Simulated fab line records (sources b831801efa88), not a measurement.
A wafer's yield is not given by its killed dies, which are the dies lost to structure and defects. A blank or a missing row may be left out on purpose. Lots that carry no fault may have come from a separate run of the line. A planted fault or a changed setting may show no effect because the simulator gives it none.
Code-filled problem report in 8D (eight disciplines) form || flow gf180mcu || the parts of the form that need people (team, actions taken, sign-off) are left out

== 1. THE ISSUE ==
GF_V3_CD_MEAS_14, cd-nm: mean 266.2 nm over 1 wafer from 1 lot; wafers with no fault: 260.0 nm, standard deviation 1.3. Relative to the usual mean, that is a shift of +4.8 standard deviations.
The step: target cd 260 nm.
First seen on wafer L508.6, day 27 01:06, on cd-sem-02. The record has a number at this step for 36 wafers belonging to 12 lots. The rule behind "out" and "out of limits": a value lying over 4 standard deviations away from the usual mean. Any other wafer with a number is counted as sound.

== 2. WHAT IT IS AND WHAT IT IS NOT ==
{"question": "which readings at this step", "is": "cd-nm", "is not": "-"}
{"question": "which lots", "is": "L508", "is not": "L495, L496, L497, L498, L499, L501, L510, L512, L513, L514, L518"}
{"question": "which wafers of those lots", "is": "L508.6", "is not": "L508.4, L508.5"}
{"question": "read on which gauges", "is": "cd-sem-02", "is not": "cd-sem-01"}
{"question": "when", "is": "from day 27 01:06", "is not": "up to then (20 sound wafers); but 15 sound wafers of L510, L512, L513, L514, L518 came after"}

== 3. WHAT RULES OUT EACH SUSPECT ==
Counting: a tool at a process step up to the reading stays a suspect if it ran every lot that is out. Sound lots after the first of them don't rule it out here, since some wafers of a struck lot are sound.
- the gauge at GF_V3_CD_MEAS_14 has been ruled out. All the wafers that are out were read on cd-sem-02, but those of them that GF_V3_STRIP_18 has rows for are out there too, on other tools.
- cmp-01 at GF_V3_CMP_04 (polishes SiO2): kept. The lot that is out, L508, ran on it at day 26 03:56; the last sound lot it ran before that was L497, at day 22 02:25.
- litho-track-02 at GF_V3_COAT_09 (resist thk 1000 nm): kept. The lot that is out, L508, ran on it at day 26 14:00; the last sound lot it ran before that was L501, at day 24 04:00.
The count leaves litho-track-02 at GF_V3_COAT_09 and cmp-01 at GF_V3_CMP_04.

== 4. THE CAUSE (what the simulator had put in) ==
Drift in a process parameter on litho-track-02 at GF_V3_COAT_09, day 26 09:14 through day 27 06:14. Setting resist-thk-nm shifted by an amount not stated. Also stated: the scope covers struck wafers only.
After counting, 2 suspects remain, this tool included.

== 5. THE EFFECT CHAIN, in route order ==
Each row: a reading whose mean over the struck wafers that have a number lies more than 3 standard deviations from the usual. Scope: only readings with a usual standard deviation given in the record; hours: median across lots of the time from each lot's start at the first step in this table that gives one to its start at this step; sigmas: change in usual standard deviations.
{"hours": 0, "step": "GF_V3_CD_MEAS_14", "reading": "cd-nm", "usual": "260.0 nm", "on struck wafers": 266.2, "change": "+6.2", "sigmas": "+4.8"}
{"hours": 0, "step": "GF_V3_STRIP_18", "reading": "oes-product-au", "usual": "0.592 a.u.", "on struck wafers": 0.562, "change": -0.030, "sigmas": -6.1}
The process steps in it:
- GF_V3_STRIP_18: strips in O2/N2.

== 6. HOW IT WOULD HAVE BEEN CAUGHT EARLIER ==
In this record the first reading out of limits at a measuring or inspecting step was taken at day 27 01:06, 16 hours after the fault began at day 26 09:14.
By day 27 01:06, every lot that is out (1) had started GF_V3_COAT_09 on litho-track-02. A hold on the tool at that time would have spared none of them.
